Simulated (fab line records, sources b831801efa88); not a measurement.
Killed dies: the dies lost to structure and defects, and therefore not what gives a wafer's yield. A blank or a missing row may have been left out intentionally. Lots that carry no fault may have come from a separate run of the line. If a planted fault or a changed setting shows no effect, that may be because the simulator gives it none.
The tool behind it: which one? -- flow sky130 -- 42 wafers sampled from 15 lots at 1 step of a route of 708

WHAT THE GAUGES SHOWED, per wafer
SKY_POLY_CUT_CD_MEAS_08: the cd target is 270 nm. Usual: cdNm 270.4 nm, standard deviation 1.5.
lot,measured,on,cdNm (nm),flag
L836,day 24 04:32,cdSem-02,271.8 270.6 271.8,
L838,day 24 19:10,cdSem-01,272.1 272.4 273.9,
L837,day 24 19:30,cdSem-01,271.1 271.5 271.4,
L839,day 25 08:12,cdSem-01,269.7 271.0 270.0,
L840,day 25 13:09,cdSem-01,270.5 272.7 270.5,
L841,day 26 10:54,cdSem-01,270.8 270.8 270.8,
L842,day 26 15:46,cdSem-01,271.8 270.6 272.2,
L843,day 26 20:37,cdSem-01,272.2 272.4 272.4,
L847,day 28 03:55,cdSem-02,270.6 270.4,
L848,day 28 09:44,cdSem-01,269.7 271.2,
L850,day 29 04:44,cdSem-02,269.6 270.0,
L856,day 31 04:51,cdSem-01,270.4 269.3 271.6,
L857,day 31 11:07,cdSem-02,267.3 270.5 269.0,
L858,day 31 20:28,cdSem-01,267.4 268.1 268.4,
L859,day 31 23:32,cdSem-02,269.1 270.3 269.6,

WHAT TOOL EACH LOT RAN ON (gives the tool, then ch and the chambers of the sampled wafers, and finally the start)
There is no process step in the record ahead of these readings.

AS READ BY THE TOOLS THEMSELVES (means over the sampled wafers that have a number; for cases with no such wafer, the mark the record gives instead)
The record holds no such reading with a usual standard deviation.

THE ANSWER, worked out from the rows above alone
Rule: a lot is off if the mean of its wafers that have a number lies more than 3 standard deviations from the usual mean. A lot without any number at a reading at which 4 lots or more have one is off too. All remaining lots with rows at the step are treated as sound. The gauges are gone through in route order, then the tools' own readings, and for those a lot's mean is taken as printed above. The first step at which some lot is off is used, and at that step the reading that is off furthest; a lot without a number counts as furthest.
Nothing can be told from this: no lot is off at any reading shown.

WHAT THE SIMULATOR HAD PUT IN
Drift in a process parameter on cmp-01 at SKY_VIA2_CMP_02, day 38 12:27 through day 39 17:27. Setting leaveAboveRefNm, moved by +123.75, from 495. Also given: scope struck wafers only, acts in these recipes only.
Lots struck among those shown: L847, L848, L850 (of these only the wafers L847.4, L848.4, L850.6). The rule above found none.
